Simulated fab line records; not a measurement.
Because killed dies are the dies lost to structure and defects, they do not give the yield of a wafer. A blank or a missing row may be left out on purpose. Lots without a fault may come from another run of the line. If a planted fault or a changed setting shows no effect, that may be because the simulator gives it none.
Which tool did it? + flow gf180mcu + 15 lots with 45 wafers sampled at 4 steps, on a route of 602 steps

## WHAT EACH GAUGE READ, for each wafer
GF_M2_THK_MEAS_06: measures by xrf.
| lot  | measured     | on            | M2_ALCU_THK (nm) |
|------|--------------|---------------|------------------|
| L276 | day 18 05:13 | film metro-03 | 448 453 455      |
| L277 | day 18 09:29 | film metro-02 | 446 451 443      |
| L278 | day 18 15:35 | film metro-03 | 448 446 447      |
| L279 | day 19 08:01 | film metro-03 | 453 447 453      |
| L280 | day 19 20:46 | film metro-01 | 456 454 453      |
| L281 | day 20 03:58 | film metro-02 | 449 448 451      |
| L292 | day 23 23:49 | film metro-01 | 450 455 443      |
| L294 | day 25 06:05 | film metro-03 | 440 431 434      |
| L295 | day 25 15:34 | film metro-02 | 465 458 461      |
| L297 | day 25 21:34 | film metro-03 | 452 448 440      |
| L298 | day 26 02:08 | film metro-01 | 455 450 459      |
| L299 | day 26 07:22 | film metro-03 | 445 445 451      |

GF_V2_OVL_MEAS_15.
| lot  | measured     | on         | V2_OVL (nm) |
|------|--------------|------------|-------------|
| L276 | day 20 06:56 | overlay-02 | 9 4 7       |
| L277 | day 20 10:50 | overlay-02 | 3 1 -3      |
| L278 | day 20 17:22 | overlay-02 | 1 1 7       |
| L279 | day 21 10:05 | overlay-01 | 4 1 0       |
| L280 | day 21 21:32 | overlay-02 | 2 -1 -1     |
| L281 | day 22 06:26 | overlay-01 | 11 11 6     |
| L292 | day 25 18:44 | overlay-02 | 12 8 1      |
| L294 | day 27 01:22 | overlay-01 | 6 2 0       |
| L295 | day 27 10:52 | overlay-02 | 7 10 6      |
| L297 | day 27 15:41 | overlay-02 | 6 3 3       |
| L298 | day 27 20:02 | overlay-02 | 7 6 7       |
| L299 | day 28 00:55 | overlay-01 | 0 -1 5      |

## WHICH TOOL RAN EACH LOT (tool, then ch and the chambers of the sampled wafers, then the start)
| lot  | GF_CONTACT_PEB_12                 | GF_V1_SPUTTER_22             |
|------|-----------------------------------|------------------------------|
| L276 | litho track-02 ch 0, day 16 02:10 | pvd sputter-03, day 18 04:15 |
| L277 | litho track-04 ch 0, day 16 07:31 | pvd sputter-04, day 18 08:31 |
| L278 | litho track-01 ch 0, day 16 11:40 | pvd sputter-04, day 18 14:36 |
| L279 | litho track-01 ch 0, day 17 03:04 | pvd sputter-02, day 19 07:01 |
| L280 | litho track-02 ch 0, day 17 15:25 | pvd sputter-04, day 19 19:48 |
| L281 | litho track-01 ch 0, day 17 22:37 | pvd sputter-02, day 20 02:59 |
| L282 | litho track-04, day 18 03:32      | -                            |
| L283 | litho track-04, day 18 19:19      | -                            |
| L284 | litho track-04, day 19 01:46      | -                            |
| L292 | litho track-01 ch 0, day 21 22:05 | pvd sputter-02, day 23 22:50 |
| L294 | litho track-02 ch 0, day 23 05:49 | pvd sputter-04, day 25 05:07 |
| L295 | litho track-02 ch 0, day 23 14:55 | pvd sputter-02, day 25 14:35 |
| L297 | litho track-04 ch 0, day 23 21:58 | pvd sputter-04, day 25 20:33 |
| L298 | litho track-02 ch 0, day 24 01:49 | pvd sputter-03, day 26 01:10 |
| L299 | litho track-02 ch 0, day 24 08:22 | pvd sputter-04, day 26 06:24 |
- GF_CONTACT_PEB_12: peb time 90 s.
- GF_V1_SPUTTER_22: material TiN, target thk 10 nm, time 40 s.

## AS READ BY THE TOOLS THEMSELVES (means over the sampled wafers that have a number; for cases with no such wafer, the mark the record gives instead)
GF_CONTACT_PEB_12.
| lot  | tool           | chill plate temp C (C) | exhaust pa (Pa) |
|------|----------------|------------------------|-----------------|
| L276 | litho track-02 | 22.99                  | 45.2            |
| L277 | litho track-04 | 23.03                  | 44.2            |
| L278 | litho track-01 | 23.01                  | 45.3            |
| L279 | litho track-01 | 23.06                  | 45.4            |
| L280 | litho track-02 | 22.87                  | 45.4            |
| L281 | litho track-01 | 23.10                  | 44.9            |
| L282 | litho track-04 | -                      | -               |
| L283 | litho track-04 | -                      | -               |
| L284 | litho track-04 | -                      | -               |
| L292 | litho track-01 | 22.86                  | 44.6            |
| L294 | litho track-02 | 23.05                  | 42.7            |
| L295 | litho track-02 | 23.07                  | 42.7            |
| L297 | litho track-04 | 22.87                  | 45.4            |
| L298 | litho track-02 | 22.96                  | 44.6            |
| L299 | litho track-02 | 22.97                  | 45.0            |

GF_V1_SPUTTER_22.
| lot  | tool           | throttle valve pct (%) |
|------|----------------|------------------------|
| L276 | pvd sputter-03 | 29.8                   |
| L277 | pvd sputter-04 | 30.2                   |
| L278 | pvd sputter-04 | 30.1                   |
| L279 | pvd sputter-02 | 30.6                   |
| L280 | pvd sputter-04 | 29.9                   |
| L281 | pvd sputter-02 | 29.7                   |
| L292 | pvd sputter-02 | 30.4                   |
| L294 | pvd sputter-04 | 30.2                   |
| L295 | pvd sputter-02 | 30.2                   |
| L297 | pvd sputter-04 | 29.9                   |
| L298 | pvd sputter-03 | 29.8                   |
| L299 | pvd sputter-04 | 30.1                   |

## THE ANSWER, worked out from the rows above alone
Rule: the lots themselves supply what counts as usual. The widest of any qualifying gaps counts: lots, ordered by their means at a reading, are off when they make up no more than a third of the lots, leave a main group of 4 or more, and stand apart from it by 3 or more times the standard deviation of that group's means. The tables above print the reading to a certain number of digits; a main group whose means all agree to those digits is not used. A lot without any number at a reading at which 4 lots or more have one is off too. All remaining lots with rows at the step are treated as sound. Order of review: gauges by route order, followed by the tools' own readings, for which a lot's mean as printed above is used. At the first step where some lot is off, the reading lying furthest off is the one used; lots without a number count as furthest.
Off: L282, L283, L284, at GF_CONTACT_PEB_12 (chill plate temp C). Without a number there: L282, L283, L284. Mean 22.99 C and standard deviation 0.08 in the main group.
A tool fits if, at that step or a process step before it, it ran every lot that is off, and no sound lot after the first of them. Not one of the candidates tried fits.

## WHAT THE SIMULATOR HAD PUT IN
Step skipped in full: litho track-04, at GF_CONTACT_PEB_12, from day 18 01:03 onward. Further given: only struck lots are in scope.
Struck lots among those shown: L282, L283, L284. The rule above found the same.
